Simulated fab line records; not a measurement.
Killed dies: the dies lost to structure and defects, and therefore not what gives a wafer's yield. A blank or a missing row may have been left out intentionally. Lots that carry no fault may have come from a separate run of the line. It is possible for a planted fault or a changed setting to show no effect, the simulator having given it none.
fab line records | flow sky130
[record] lots = 24 wafers = 72 last-day = 50
route steps=708 shown NWELL@68 VT_ADJUST_HVTP@95 SPACER@305 LI_CONTACT@385 CONTACT@420 METAL1@435
lots untouched by any fault: they come from a run of this same line in which no faults occurred
start-h: the number of hours between the record's first day and the start of the first shown wafer of the lot | wait-h: hours since the lot's step before | " repeats the value in the row above | L1.1+2: one row covering several wafers at once | - no value, or no start was given | * or withheld: withheld | < > ~ a bound
route shown NAME@n: a module of which the file shows steps, and the number in the route of the first | usual: average and standard deviation across the fault-free wafers | same: alike in all rows | chamber/n: place in a boat | sites: each site's reading | _std_site: the standard deviation of these | _edge_site: the outer-site mean with the inner-site mean subtracted | radius-mm: for every site, how far away it sits from the centre of the wafer | mask NAME#n: copy n | behind: the tool/chamber that last shaped the wafer | hold: reason for holding the lot/hours on hold/outcome of the hold | device: transistor that didn't switch, given as n, p or np | end of line: at the end of the route, the tests of the same wafers | where a step has no rows: the recipe by itself | killed: the dies lost at the first sort to structure and to defects; this is not the yield of the wafer | map: shows each die of a wafer: x if killed, . if not, _ if none is there
set.NAME: the setting as run; set.NAME@STEP: as run at that earlier step | model.NAME: the simulator's own value behind a step, which no gauge read
one table for each step of the route and one row for each wafer, over a sample of lots
services: when a tool's chamber went out of use (start-h, in hours from the record's first day, below 0 if earlier), for how many hours, and the reason
[[steps]]
[step SKY_NWELL_TW_MEAS_15]
[usual] NWELL_TW = 1820/16
// columns lot.wafer tool chamber start-h wait-h NWELL_TW
L074.1 film-metro-04 - 96.38 0.1 1832
L074.4 " - " " 1843
L074.6 " - " " 1835
L075.2 film-metro-03 - 96.91 0.1 1802
L075.4 " - " " 1812
L075.5 " - " " 1809
L076.2 film-metro-04 - 104.14 0.1 1847
L076.3 " - " " 1848
L076.6 " - " " 1837
L077.2 film-metro-04 - 104.49 0.1 1845
L077.3 " - " " 1832
L077.5 " - " " 1844
L078.2 film-metro-01 - 111.61 0.1 1800
L078.4 " - " " 1803
L078.5 " - " " 1815
L079.1 film-metro-04 - 115.40 0.1 1834
L079.2 " - " " 1837
L079.6 " - " " 1843
L081.1 film-metro-01 - 125.78 0.1 1809
L081.2 " - " " 1811
L081.3 " - " " 1811
L080.2 film-metro-03 - 128.19 0.1 1794
L080.3 " - " " 1805
L080.5 " - " " 1794
L082.1 film-metro-04 - 132.83 0.1 1827
L082.3 " - " " 1832
L082.6 " - " " 1836
L083.1 film-metro-03 - 140.58 0.1 1806
L083.2 " - " " 1800
L083.4 " - " " 1800
L084.1 film-metro-04 - 146.38 0.1 1826
L084.2 " - " " 1826
L084.4 " - " " 1832
L085.2 film-metro-03 - 151.89 0.1 1818
L085.4 " - " " 1805
L085.6 " - " " 1822
L086.2 film-metro-04 - 158.54 0.1 1822
L086.5 " - " " 1826
L086.6 " - " " 1823
L087.3 film-metro-03 - 162.32 0.1 1818
L087.4 " - " " 1809
L087.5 " - " " 1818
L088.1 film-metro-03 - 168.13 0.1 1814
L088.2 " - " " 1807
L088.4 " - " " 1813
L089.1 film-metro-01 - 175.85 0.1 1824
L089.3 " - " " 1821
L089.5 " - " " 1810
L090.2 film-metro-01 - 181.66 0.1 1813
L090.3 " - " " 1809
L090.5 " - " " 1811
L091.3 film-metro-03 - 184.87 0.1 1800
L091.4 " - " " 1801
L091.6 " - " " 1805
L092.1 film-metro-03 - 190.15 0.1 1814
L092.2 " - " " 1811
L092.3 " - " " 1812
L093.4 film-metro-04 - 197.61 0.1 1842
L093.5 " - " " 1843
L093.6 " - " " 1839
L094.2 film-metro-01 - 203.71 0.1 1804
L094.3 " - " " 1799
L094.6 " - " " 1799
L095.1 film-metro-04 - 214.05 0.1 1834
L095.5 " - " " 1835
L095.6 " - " " 1827
L096.2 film-metro-01 - 217.31 0.1 1810
L096.4 " - " " 1801
L096.6 " - " " 1798
L097.3 film-metro-04 - 224.40 0.1 1853
L097.5 " - " " 1855
L097.6 " - " " 1847
[step SKY_VT_ADJUST_HVTP_STRIP_10]
[recipe] chemistry = O2/N2 power-w = 1400 pressure-mtorr = 1500 platen-temp-c = withheld o2-flow-sccm = 3000 n2-flow-sccm = 300 overash-fraction = 0.5
[usual] chamber-pressure-mTorr = 1500.0/1.4 drypump-motor-current-A = 5.5/0.44 oes-product-au = 0.715/0.0044 strip-time-to-endpoint-s = 14.19/0.043
// columns lot.wafer tool chamber start-h wait-h chamber-pressure-mTorr drypump-motor-current-A oes-product-au rf-hours-counter-h strip-time-to-endpoint-s
L074.1 plasma-asher-03 1 133.69 0.1 1499.4 6.2 0.713 35 14.26
L074.4 " 1 " " 1500.1 6.2 0.715 - 14.25
L074.6 " 1 " " 1501.6 6.2 0.720 - 14.20
L075.2 plasma-asher-03 0 134.50 0.1 1502.2 5.3 0.712 35 14.13
L075.4 " 0 " " 1498.5 5.3 0.721 - 14.15
L075.5 " 1 " " 1499.8 6.2 0.721 - 14.16
L076.2 plasma-asher-04 0 142.12 0.1 1501.6 5.5 0.721 2 14.19
L076.3 " 1 " " 1498.1 4.9 0.719 - 14.15
L076.6 " 0 " " 1499.4 5.5 0.715 - 14.13
L077.2 plasma-asher-02 0 142.42 0.1 1499.2 5.2 0.714 45 14.23
L077.3 " 0 " " 1500.6 5.2 0.719 - 14.21
L077.5 " 0 " " 1498.2 5.2 0.713 - 14.26
L078.2 plasma-asher-02 1 150.60 0.1 1500.7 5.9 0.703 46 14.17
L078.4 " 1 " " 1499.0 5.9 0.719 - 14.18
L078.5 " 1 " " 1498.6 5.9 0.719 - 14.15
L079.1 plasma-asher-02 0 155.09 0.1 1498.9 5.2 0.720 47 14.16
L079.2 " 1 " " 1501.0 5.9 0.709 47 14.16
L079.6 " 0 " " 1502.3 5.2 0.711 - 14.21
L081.1 plasma-asher-04 1 166.59 0.1 1499.1 4.9 0.717 5 14.22
L081.2 " 0 " " 1499.5 5.5 0.715 5 14.24
L081.3 " 0 " " 1496.5 5.5 0.707 - 14.23
L080.2 plasma-asher-02 0 168.52 0.1 1501.1 5.2 0.714 48 14.15
L080.3 " 1 " " 1498.7 5.9 0.719 - 14.13
L080.5 " 1 " " 1498.4 5.9 0.709 - 14.11
L082.1 plasma-asher-03 0 173.42 0.1 1499.5 5.3 0.715 38 14.25
L082.3 " 0 " " 1501.6 5.3 0.720 - 14.22
L082.6 " 0 " " 1500.5 5.3 0.714 - 14.25
L083.1 plasma-asher-02 1 181.95 0.1 1499.2 5.9 0.728 49 14.25
L083.2 " 0 " " 1499.2 5.2 0.717 49 14.20
L083.4 " 1 " " 1501.5 5.9 0.719 - 14.19
L084.1 plasma-asher-03 1 187.65 0.1 1499.8 6.2 0.712 39 14.19
L084.2 " 0 " " 1500.0 5.2 0.709 39 14.24
L084.4 " 1 " " 1498.9 6.2 0.716 - 14.21
L085.2 plasma-asher-03 1 193.33 0.1 1498.8 6.2 0.715 40 14.19
L085.4 " 1 " " 1502.1 6.2 0.718 - 14.22
L085.6 " 0 " " 1499.9 5.2 0.720 - 14.18
L086.2 plasma-asher-04 1 200.97 0.1 1498.1 4.9 0.711 8 14.23
L086.5 " 0 " " 1500.2 5.5 0.718 - 14.26
L086.6 " 1 " " 1502.0 4.9 0.707 - 14.23
L087.3 plasma-asher-04 0 205.47 0.1 1498.5 5.5 0.712 - 14.25
L087.4 " 1 " " 1501.0 4.9 0.706 - 14.22
L087.5 " 0 " " 1500.9 5.5 0.721 - 14.22
L088.1 plasma-asher-04 0 212.03 0.1 1498.8 5.5 0.713 9 14.23
L088.2 " 1 " " 1497.5 4.9 0.720 9 14.24
L088.4 " 1 " " 1499.9 4.9 0.720 - 14.22
L089.1 plasma-asher-02 0 219.52 0.1 1498.3 5.2 0.720 53 14.22
L089.3 " 0 " " 1497.9 5.2 0.716 - 14.20
L089.5 " 0 " " 1500.2 5.2 0.716 - 14.21
L090.2 plasma-asher-04 0 226.42 0.1 1500.0 5.5 0.718 11 14.18
L090.3 " 1 " " 1501.6 4.9 0.717 - 14.15
L090.5 " 1 " " 1501.9 4.9 0.720 - 14.12
L091.3 plasma-asher-03 0 230.67 0.1 1501.8 5.2 0.722 - 14.17
L091.4 " 1 " " 1499.8 6.2 0.715 - 14.20
L091.6 " 1 " " 1498.5 6.2 0.720 - 14.19
L092.1 plasma-asher-02 1 236.18 0.1 1500.6 5.9 0.715 54 14.20
L092.2 " 0 " " 1500.5 5.2 0.716 54 14.22
L092.3 " 0 " " 1500.6 5.2 0.714 - 14.19
L093.4 plasma-asher-03 1 243.75 0.1 1501.0 6.2 0.715 - 14.23
L093.5 " 1 " " 1499.3 6.2 0.714 - 14.18
L093.6 " 0 " " 1501.9 5.3 0.715 - 14.27
L094.2 plasma-asher-03 1 249.32 0.1 1500.7 6.2 0.716 46 14.13
L094.3 " 1 " " 1500.4 6.2 0.715 - 14.14
L094.6 " 0 " " 1499.8 5.3 0.716 - 14.08
L095.1 plasma-asher-04 1 261.27 0.1 1498.8 4.9 0.717 14 14.23
L095.5 " 0 " " 1498.5 5.5 0.716 - 14.23
L095.6 " 1 " " 1502.0 4.9 0.703 - 14.28
L096.2 plasma-asher-02 0 264.75 0.1 1497.7 5.2 0.712 57 14.11
L096.4 " 0 " " 1499.9 5.2 0.718 - 14.14
L096.6 " 1 " " 1500.2 5.9 0.716 - 14.15
L097.3 plasma-asher-04 0 273.05 0.1 1499.5 5.5 0.714 - 14.16
L097.5 " 0 " " 1500.3 5.5 0.727 - 14.20
L097.6 " 1 " " 1499.8 4.9 0.709 - 14.12
[step SKY_SPACER_THK_MEAS_01]
[recipe] reads = Si3N4_of_SPACER_CVD_00
[usual] SPACER_CVD_00_THK = 42.9/0.38
// columns lot.wafer tool chamber start-h wait-h SPACER_CVD_00_THK[nm]
L074.1 film-metro-01 - 542.80 0.0 43.3
L074.4 " - " " 43.3
L074.6 " - " " 43.4
L075.2 film-metro-01 - 546.40 0.0 43.0
L075.4 " - " " 43.4
L075.5 " - " " 43.4
L077.2 film-metro-04 - 566.22 0.0 42.9
L077.3 " - " " 43.0
L077.5 " - " " 43.0
L076.2 film-metro-04 - 568.79 0.0 42.8
L076.3 " - " " 43.2
L076.6 " - " " 43.1
L078.2 film-metro-04 - 576.75 0.0 43.1
L078.4 " - " " 43.1
L078.5 " - " " 43.5
L079.1 film-metro-04 - 578.40 0.0 43.6
L079.2 " - " " 44.0
L079.6 " - " " 43.7
L081.1 film-metro-03 - 588.92 0.0 43.2
L081.2 " - " " 42.9
L081.3 " - " " 43.0
L080.2 film-metro-03 - 593.65 0.0 42.7
L080.3 " - " " 42.6
L080.5 " - " " 42.8
L082.1 film-metro-03 - 601.60 0.0 42.1
L082.3 " - " " 42.3
L082.6 " - " " 42.0
L083.1 film-metro-01 - 615.08 0.0 42.9
L083.2 " - " " 43.2
L083.4 " - " " 43.2
L084.1 film-metro-01 - 622.65 0.0 42.5
L084.2 " - " " 42.2
L084.4 " - " " 42.3
L085.2 film-metro-01 - 628.46 0.0 43.2
L085.4 " - " " 43.2
L085.6 " - " " 43.0
L086.2 film-metro-04 - 634.90 0.0 42.7
L086.5 " - " " 42.4
L086.6 " - " " 42.2
L087.3 film-metro-01 - 645.55 0.0 42.8
L087.4 " - " " 42.7
L087.5 " - " " 42.6
L088.1 film-metro-04 - 651.22 0.0 43.1
L088.2 " - " " 42.9
L088.4 " - " " 42.8
L089.1 film-metro-03 - 658.70 0.0 43.0
L089.3 " - " " 43.0
L089.5 " - " " 42.8
L091.3 film-metro-01 - 670.56 0.0 42.7
L091.4 " - " " 42.3
L091.6 " - " " 42.8
L090.2 film-metro-04 - 671.76 0.0 43.5
L090.3 " - " " 43.5
L090.5 " - " " 43.3
L092.1 film-metro-03 - 678.98 0.0 42.5
L092.2 " - " " 42.3
L092.3 " - " " 42.3
L093.4 film-metro-03 - 689.72 0.0 42.6
L093.5 " - " " 42.0
L093.6 " - " " 42.3
L094.2 film-metro-04 - 691.60 0.0 42.8
L094.3 " - " " 43.0
L094.6 " - " " 43.0
L095.1 film-metro-03 - 706.69 0.0 42.7
L095.5 " - " " 42.7
L095.6 " - " " 42.8
L096.2 film-metro-03 - 714.16 0.0 42.8
L096.4 " - " " 42.6
L096.6 " - " " 42.5
L097.3 film-metro-04 - 718.80 0.0 43.0
L097.5 " - " " 43.1
L097.6 " - " " 42.8
[step SKY_LI_CONTACT_THK_MEAS_23]
[recipe] thk-meas-gauge = xrf reads = W_of_LI_CONTACT_CVD_21
[usual] LI_CONTACT_W_THK = 397/6.9
// columns lot.wafer tool chamber start-h wait-h LI_CONTACT_W_THK[nm]
L074.1 film-metro-02 - 691.27 0.1 394
L074.4 " - " " 392
L074.6 " - " " 394
L075.2 film-metro-02 - 693.90 0.1 392
L075.4 " - " " 386
L075.5 " - " " 386
L077.2 film-metro-02 - 714.26 0.1 392
L077.3 " - " " 393
L077.5 " - " " 393
L076.2 film-metro-01 - 716.11 0.1 404
L076.3 " - " " 403
L076.6 " - " " 402
L078.2 film-metro-01 - 723.08 0.1 404
L078.4 " - " " 404
L078.5 " - " " 405
L079.1 film-metro-03 - 724.65 0.1 398
L079.2 " - " " 401
L079.6 " - " " 402
L081.1 film-metro-02 - 734.70 0.1 391
L081.2 " - " " 389
L081.3 " - " " 389
L080.2 film-metro-02 - 737.61 0.1 390
L080.3 " - " " 389
L080.5 " - " " 391
L082.1 film-metro-03 - 746.34 0.1 402
L082.3 " - " " 395
L082.6 " - " " 406
L083.1 film-metro-03 - 757.67 0.1 402
L083.2 " - " " 403
L083.4 " - " " 407
L084.1 film-metro-03 - 766.72 0.1 405
L084.2 " - " " 408
L084.4 " - " " 408
L085.2 film-metro-03 - 771.81 0.1 395
L085.4 " - " " 394
L085.6 " - " " 399
L086.2 film-metro-03 - 777.61 0.1 403
L086.5 " - " " 402
L086.6 " - " " 401
L087.3 film-metro-03 - 786.24 0.1 395
L087.4 " - " " 394
L087.5 " - " " 396
L088.1 film-metro-02 - 793.24 0.1 389
L088.2 " - " " 390
L088.4 " - " " 397
L089.1 film-metro-02 - 799.13 0.1 406
L089.3 " - " " 403
L089.5 " - " " 396
L091.3 film-metro-01 - 811.01 0.1 409
L091.4 " - " " 398
L091.6 " - " " 398
L090.2 film-metro-03 - 811.06 0.1 403
L090.3 " - " " 402
L090.5 " - " " 395
L092.1 film-metro-03 - 819.25 0.1 395
L092.2 " - " " 392
L092.3 " - " " 390
L093.4 film-metro-02 - 829.50 0.1 387
L093.5 " - " " 387
L093.6 " - " " 386
L094.2 film-metro-01 - 830.62 0.1 400
L094.3 " - " " 404
L094.6 " - " " 400
L095.1 film-metro-03 - 844.78 0.1 400
L095.5 " - " " 396
L095.6 " - " " 400
L096.2 film-metro-02 - 852.18 0.1 384
L096.4 " - " " 389
L096.6 " - " " 385
L097.3 film-metro-02 - 856.75 0.1 386
L097.5 " - " " 384
L097.6 " - " " 387
[step SKY_CONTACT_CD_MEAS_14]
[recipe] target-cd-nm = 170
[usual] cd-nm = 170.1/1.6
// columns lot.wafer tool chamber start-h wait-h cd-nm
L074.1 cd-sem-01 - 748.86 - 168.6
L074.4 " - " " 169.3
L074.6 " - " " 168.2
L075.2 cd-sem-01 - 751.51 - 168.4
L075.4 " - " " 170.6
L075.5 " - " " 169.2
L077.2 cd-sem-01 - 771.35 - 171.0
L077.3 " - " " 169.7
L077.5 " - " " 170.3
L076.2 cd-sem-01 - 772.91 - 173.2
L076.3 " - " " 173.5
L076.6 " - " " 173.3
L078.2 cd-sem-02 - 779.68 - 167.8
L078.4 " - " " 168.3
L078.5 " - " " 168.5
L079.1 cd-sem-01 - 780.88 - 171.0
L079.2 " - " " 170.7
L079.6 " - " " 170.7
L081.1 cd-sem-01 - 791.24 - 167.5
L081.2 " - " " 167.8
L081.3 " - " " 170.2
L080.2 cd-sem-01 - 794.10 - 171.2
L080.3 " - " " 170.9
L080.5 " - " " 167.9
L082.1 cd-sem-02 - 802.86 - 168.9
L082.3 " - " " 171.1
L082.6 " - " " 169.0
L083.1 cd-sem-01 - 812.41 - 170.8
L083.2 " - " " 172.1
L083.4 " - " " 171.7
L084.1 cd-sem-02 - 821.61 - 170.6
L084.2 " - " " 170.3
L084.4 " - " " 170.9
L085.2 cd-sem-01 - 826.61 - 168.7
L085.4 " - " " 169.3
L085.6 " - " " 169.3
L086.2 cd-sem-01 - 832.46 - 173.5
L086.5 " - " " 173.0
L086.6 " - " " 172.7
L087.3 cd-sem-01 - 841.28 - 169.1
L087.4 " - " " 167.7
L087.5 " - " " 169.1
L088.1 cd-sem-02 - 847.33 - 168.0
L088.2 " - " " 167.3
L088.4 " - " " 167.7
L089.1 cd-sem-02 - 854.34 - 171.9
L089.3 " - " " 170.6
L089.5 " - " " 172.1
L091.3 cd-sem-01 - 865.05 - 169.5
L091.4 " - " " 168.8
L091.6 " - " " 170.7
L090.2 cd-sem-02 - 865.20 - 170.5
L090.3 " - " " 171.3
L090.5 " - " " 171.7
L092.1 cd-sem-01 - 873.06 - 169.9
L092.2 " - " " 169.4
L092.3 " - " " 168.7
L093.4 cd-sem-02 - 883.72 - 171.9
L093.5 " - " " 173.1
L093.6 " - " " 172.4
L094.2 cd-sem-01 - 885.25 - 168.9
L094.3 " - " " 168.8
L094.6 " - " " 167.6
L095.1 cd-sem-02 - 897.94 - 173.4
L095.5 " - " " 173.6
L095.6 " - " " 172.2
L096.2 cd-sem-01 - 905.75 - 169.3
L096.4 " - " " 169.1
L096.6 " - " " 168.6
L097.3 cd-sem-01 - 911.27 - 170.9
L097.5 " - " " 169.1
L097.6 " - " " 169.9
[step SKY_METAL1_SPUTTER_01]
[recipe] material = TiN target-thk-nm = 20 power-w = 6500 time-s = 16.7 chamber-pressure-pa = 0.4
[usual] throttle-valve-pct = 30.3/1.1
// columns lot.wafer tool chamber start-h wait-h throttle-valve-pct
L074.1 pvd-sputter-01 - 750.55 0.0 29.9
L074.4 " - " " 30.5
L074.6 " - " " 29.0
L075.2 pvd-sputter-03 - 753.09 0.0 32.3
L075.4 " - " " 29.6
L075.5 " - " " 29.3
L077.2 pvd-sputter-01 - 772.89 0.0 30.6
L077.3 " - " " 30.0
L077.5 " - " " 30.7
L076.2 pvd-sputter-03 - 774.61 0.0 31.1
L076.3 " - " " 29.5
L076.6 " - " " 29.3
L078.2 pvd-sputter-03 - 781.28 0.0 31.6
L078.4 " - " " 29.2
L078.5 " - " " 29.3
L079.1 pvd-sputter-01 - 782.44 0.0 30.6
L079.2 " - " " 28.5
L079.6 " - " " 30.4
L081.1 pvd-sputter-03 - 792.83 0.0 32.3
L081.2 " - " " 31.4
L081.3 " - " " 29.5
L080.2 pvd-sputter-03 - 795.63 0.0 29.3
L080.3 " - " " 31.2
L080.5 " - " " 30.1
L082.1 pvd-sputter-02 - 804.42 0.0 30.0
L082.3 " - " " 30.2
L082.6 " - " " 29.4
L083.1 pvd-sputter-03 - 813.96 0.0 29.1
L083.2 " - " " 31.4
L083.4 " - " " 29.8
L084.1 pvd-sputter-03 - 823.17 0.0 29.2
L084.2 " - " " 32.2
L084.4 " - " " 30.1
L085.2 pvd-sputter-03 - 828.15 0.0 30.2
L085.4 " - " " 32.3
L085.6 " - " " 32.6
L086.2 pvd-sputter-03 - 834.28 0.0 29.2
L086.5 " - " " 30.1
L086.6 " - " " 32.1
L087.3 pvd-sputter-03 - 843.15 0.0 30.2
L087.4 " - " " 32.2
L087.5 " - " " 31.2
L088.1 pvd-sputter-02 - 848.98 0.0 31.0
L088.2 " - " " 29.1
L088.4 " - " " 30.1
L089.1 pvd-sputter-02 - 855.90 0.0 31.0
L089.3 " - " " 30.1
L089.5 " - " " 29.9
L091.3 pvd-sputter-02 - 866.89 0.0 30.5
L091.4 " - " " 29.7
L091.6 " - " " 30.5
L090.2 pvd-sputter-01 - 867.19 0.0 28.4
L090.3 " - " " 30.4
L090.5 " - " " 28.9
L092.1 pvd-sputter-03 - 874.62 0.0 29.9
L092.2 " - " " 31.3
L092.3 " - " " 29.6
L093.4 pvd-sputter-03 - 885.22 0.0 30.1
L093.5 " - " " 29.9
L093.6 " - " " 31.0
L094.2 pvd-sputter-02 - 886.78 0.0 29.1
L094.3 " - " " 29.9
L094.6 " - " " 30.0
L095.1 pvd-sputter-02 - 899.53 0.0 29.1
L095.5 " - " " 30.8
L095.6 " - " " 29.2
L096.2 pvd-sputter-01 - 907.32 0.0 28.2
L096.4 " - " " 29.7
L096.6 " - " " 29.6
L097.3 pvd-sputter-02 - 912.82 0.0 30.3
L097.5 " - " " 30.8
L097.6 " - " " 29.2
[[services]]
// columns tool chamber start-h hours kind
plasma-asher-02 - 122.92 0.3 repair
plasma-asher-03 - 136.62 8.8 pm
pvd-sputter-03 - 145.25 4.0 repair
pvd-sputter-03 - 145.57 1.3 repair
pvd-sputter-02 - 152.93 4.1 repair
plasma-asher-02 - 172.03 2.8 repair
pvd-sputter-02 - 228.66 0.9 repair
pvd-sputter-02 - 252.21 2.0 repair
plasma-asher-03 - 272.52 2.7 repair
plasma-asher-03 - 273.02 6.1 repair
plasma-asher-04 - 318.06 2.7 repair
plasma-asher-03 - 328.90 1.2 repair
plasma-asher-02 - 359.23 0.4 repair
pvd-sputter-02 - 403.87 0.8 repair
plasma-asher-02 - 421.25 9.0 pm
pvd-sputter-02 - 452.04 3.2 repair
plasma-asher-03 - 479.17 28.1 pm
plasma-asher-03 - 566.59 14.6 pm
plasma-asher-02 - 572.55 1.4 repair
pvd-sputter-03 - 604.68 17.4 repair
plasma-asher-04 - 618.87 3.2 repair
pvd-sputter-03 - 647.53 2.6 repair
plasma-asher-03 - 662.43 1.5 repair
plasma-asher-02 - 883.63 2.8 pm
[[key]]
fault none
